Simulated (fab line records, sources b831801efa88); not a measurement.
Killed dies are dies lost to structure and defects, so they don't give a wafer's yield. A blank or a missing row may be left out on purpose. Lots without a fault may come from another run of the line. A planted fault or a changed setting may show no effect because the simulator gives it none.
A struck lot beside a sound one | flow sky130 | 15 steps out of a route of 708
Sound: wafers L214.1, L214.2, L214.4. Struck: wafers L218.2, L218.3, L218.5. The cause comes at the end.
At each step with rows: each side's tool, then ch and its chambers, then its first start. Under that, the readings that differ: sound wafers | struck wafers | difference of the means | sigmas: that difference in standard deviations of wafers without a fault.
alike: readings whose means differ by less than 2 such deviations, and words and numbers that are the same on both sides. not compared: withheld readings, readings that some wafer has no value for, bounds like >300 that may hide the same value, and numbers for which the record gives no deviation and whose values overlap.
The two part at a step that has a row with sigmas, a row that says differs or no value, or rows on one side only. Numbers that don't overlap but have no deviation are shown without sigmas and don't part them. A reading that every wafer of one side lacks parts them only if that side has two wafers or more.

first, 4 steps without rows for these wafers: SKY_FIELD_ISO_SOFTBAKE_09 (time 90 s); SKY_FIELD_ISO_EXPOSE_10 (exposes mask FOM, target cd 150 nm); SKY_FIELD_ISO_PEB_11; SKY_FIELD_ISO_DEVELOP_12 (develop time 60 s).
SKY_FIELD_ISO_CD_MEAS_13: target cd 150 nm.
  sound on cd_sem-02, day 2 09:59; struck on cd_sem-01, day 3 08:22
  alike: cd_nm
SKY_FIELD_ISO_ETCH_14: etches BARC in N2/H2, stops on SiO2, time 45.9 s, target depth 60 nm.
  sound on rie_diel-04 ch 0,2,3, day 2 10:07; struck on rie_diel-01 ch 0,1,2, day 3 08:28
  alike: bias_w, chamber_pressure_mTorr, drypump_motor_current_A, oes_product_au, throttle_valve_pct
  not compared: rf_hours_counter_h
SKY_FIELD_ISO_ETCH_15: etches the open film in CHF3/O2, stops on Si, target depth 180 nm, time 72 s.
  sound on rie_diel-04 ch 0,2,3, day 2 10:09; struck on rie_diel-01 ch 0,1,2, day 3 08:30
  alike: O2_flow_sccm, bias_w, chf3_flow_sccm, drypump_motor_current_A, oes_product_au, throttle_valve_pct
  not compared: rf_hours_counter_h
SKY_FIELD_ISO_STRIP_16: strips in O2/N2.
  sound on plasma_asher-04 ch 0,1, day 2 10:13; struck on plasma_asher-02 ch 0,1, day 3 08:34
  alike: drypump_motor_current_A, oes_product_au, strip_time_to_endpoint_s
  not compared: rf_hours_counter_h
SKY_FIELD_ISO_ETCH_17: etches Si in HBr/Cl2/O2, target depth 342 nm, time 97.7 s.
  sound on rie_si-02 ch 1,2,3, day 2 10:19; struck on rie_si-02 ch 0,3, day 3 08:40
  alike: HBr_flow_sccm, O2_flow_sccm, drypump_motor_current_A, oes_product_au, throttle_valve_pct
  not compared: rf_hours_counter_h
then, 3 steps without rows for these wafers: SKY_FIELD_ISO_WET_ETCH_18 (etches Si3N4 in H3PO4, target depth 25 nm, time 286 s); SKY_FIELD_ISO_CLEAN_19 (cleans in SC1/SC2, time 150 s); SKY_FIELD_ISO_CLEAN_20 (cleans in dHF, time 20 s).
SKY_FIELD_ISO_WET_ETCH_21: etches SiO2 in dHF, target depth 20 nm, time 400 s.
  sound on wet_bench-03 ch 3, day 2 10:32; struck on wet_bench-01 ch 0, day 3 08:53
  no value came back on the struck wafers for bath_heat_duty_pct (%), run_length_s (s); on the sound wafers bath_heat_duty_pct (%) reads 6.3 6.4 6.9
then, 1 step without rows for these wafers: SKY_FIELD_ISO_OXIDATION_22 (stabilise 600 s, purge 300 s, target thk 10 nm).
-- the record jumps here: 44 days lie between the struck wafers' starts before and after (it left off in module FIELD_ISO and takes up again in module PAD_OPEN, whose first step shown is number 708 of the route) --
SKY_PAD_OPEN_PROBE_99:
  sound on prober-02, day 46 01:40; struck on prober-01, day 46 21:31
  reading            | sound    | struck | difference | sigmas
  killed_at_M0_to_M3 | 50 48 65 | 38 39  | -16        | -2
  alike: killed_at_M4_up, killed_at_contacts, killed_at_front_end, killed_at_other, killed_dies, killed_open, killed_short

WHERE THEY PART
First at SKY_FIELD_ISO_WET_ETCH_21; last, within this record, at SKY_PAD_OPEN_PROBE_99.

WHY: what the simulator had put in
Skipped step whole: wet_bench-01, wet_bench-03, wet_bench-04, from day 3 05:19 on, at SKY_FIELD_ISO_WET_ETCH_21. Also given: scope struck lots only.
